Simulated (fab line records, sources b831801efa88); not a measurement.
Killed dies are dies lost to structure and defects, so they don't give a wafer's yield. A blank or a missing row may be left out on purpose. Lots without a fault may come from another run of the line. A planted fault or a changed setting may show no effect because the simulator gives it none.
One fault seen from 2 desks | flow sky130 | each desk has only its own numbers; what lay behind them comes last

THE TOOL OWNER'S DESK: implanter-03
The tool's own readings at SKY_SD_P_IMPLANT_09: means of the sampled wafers that have a number, for each lot that ran on this tool. A lot is out of limits, marked OUT, if its mean lies more than 4 standard deviations from the usual mean; the brackets give that distance.
Columns: A = beam_energy_keV at SKY_SD_P_IMPLANT_09, usual 20.000
lot  | first seen here | A
L919 | day 26 03:03    | 20.000
L920 | day 26 08:59    | 20.001
L923 | day 27 21:12    | 19.997
L931 | day 30 16:55    | 19.997
L937 | day 32 06:07    | 19.439 (-99 or more) OUT
L938 | day 32 12:47    | 19.433 (-99 or more) OUT
This desk's finding: out of limits on L937, L938; first on L937, day 32 06:07 (beam_energy_keV at SKY_SD_P_IMPLANT_09). In limits: L919, L920, L923, L931.

THE METROLOGY DESK
What the gauges read, lot by lot, whatever tool the lot ran on: means of the sampled wafers that have a number. A lot is out of limits, marked OUT, if its mean lies more than 4 standard deviations from the usual mean; the brackets give that distance.
Columns: A = POLY_GATE_OXIDATION_THK at SKY_POLY_GATE_THK_MEAS_21, usual 4.02 nm; B = SD_P_RS at SKY_SD_N_RS_MEAS_17, usual 147.1 ohm/sq
lot  | first seen here | A    | B
L918 | day 16 14:38    | 4.10 | 147.5
L919 | day 17 01:32    | 4.02 | 146.9
L920 | day 17 10:10    | 4.04 | 147.4
L923 | day 18 21:43    | 4.17 | 147.4
L925 | day 19 10:29    | 3.97 | 147.5
L927 | day 19 22:59    | 4.02 | 146.8
L926 | day 20 00:07    | 3.85 | 147.6
L928 | day 20 10:28    | 3.89 | 147.4
L931 | day 22 02:01    | 4.12 | 146.9
L937 | day 23 18:50    | 3.98 | 149.1 (+5.3) OUT
L938 | day 23 23:55    | 3.95 | 148.7 (+4.1) OUT
L940 | day 24 23:42    | 4.04 | 146.7
This desk's finding: out of limits on L937, L938; first on L937, day 34 11:52 (SD_P_RS at SKY_SD_N_RS_MEAS_17). In limits: L918, L919, L920, L923, L925, L927, L926, L928, L931, L940.

PUT TOGETHER
The tool owner's desk could have raised an alarm at day 32 06:07, on L937, L938.
The metrology desk could have raised an alarm at day 34 11:52, on L937, L938.
Of the lots named, all ran SKY_SD_P_IMPLANT_09 on implanter-03.

WHAT THE SIMULATOR HAD PUT IN
Process parameter drift: implanter-03, from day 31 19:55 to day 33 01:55, at SKY_SD_P_IMPLANT_09. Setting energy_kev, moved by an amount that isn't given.
Lots struck among those shown: L937, L938.
Hours from the fault's start to each desk's first reading out of limits: the tool owner's desk, 10; the metrology desk, 64.
